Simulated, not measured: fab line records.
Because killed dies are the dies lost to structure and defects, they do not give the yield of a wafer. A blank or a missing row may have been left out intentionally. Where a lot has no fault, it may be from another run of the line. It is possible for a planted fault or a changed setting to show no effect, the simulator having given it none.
Which tool did it? -- flow sky130 -- Sampling: 6 lots, 18 wafers, 2 of 708 route steps

## WHAT THE GAUGES READ, wafer by wafer
SKY_CAPM_RS_MEAS_03: measurement is done with a four-point probe.
lot,measured,on,CAPM_TIN_RS (ohm/sq)
L243,day 36 14:54,film-metro-02,6.81 6.84 6.86
L245,day 37 05:03,film-metro-02,6.98 6.99 6.95
L248,day 38 01:51,film-metro-03,6.92 6.86 6.87
L255,day 40 07:50,film-metro-03,6.80 6.89 6.93
L258,day 41 09:18,film-metro-03,6.93 7.04 7.03
L263,day 42 13:31,film-metro-02,7.03 6.94 7.01

## WHICH TOOL RAN EACH LOT (tool, then ch and the chambers of the sampled wafers, then the start)
lot,SKY_METAL1_STRIP_20
L243,"plasma-asher-02 ch 0,1, day 33 02:05"
L245,"plasma-asher-02 ch 0,1, day 33 15:52"
L248,"plasma-asher-02 ch 0,1, day 34 14:14"
L255,"plasma-asher-04 ch 0,1, day 36 22:59"
L258,"plasma-asher-04 ch 0, day 38 01:14"
L263,"plasma-asher-01 ch 0,1, day 39 07:40"
- SKY_METAL1_STRIP_20: strips in O2/N2.

## THE ANSWER, worked out from the rows above alone
Rule: usual is defined by the lots themselves. The widest of any qualifying gaps counts: lots, ordered by their means at a reading, are off when they make up no more than a third of the lots, leave a main group of 4 or more, and stand apart from it by 3 or more times the standard deviation of that group's means. The tables above print the reading to a certain number of digits; a main group whose means all agree to those digits is not used. Also off: a lot with no number at a reading for which 4 or more lots have one. Where the step has rows for the other lots, those lots are counted as sound.
Nothing can be told from this: no lot is off at any reading shown.

## WHAT THE SIMULATOR PUT IN
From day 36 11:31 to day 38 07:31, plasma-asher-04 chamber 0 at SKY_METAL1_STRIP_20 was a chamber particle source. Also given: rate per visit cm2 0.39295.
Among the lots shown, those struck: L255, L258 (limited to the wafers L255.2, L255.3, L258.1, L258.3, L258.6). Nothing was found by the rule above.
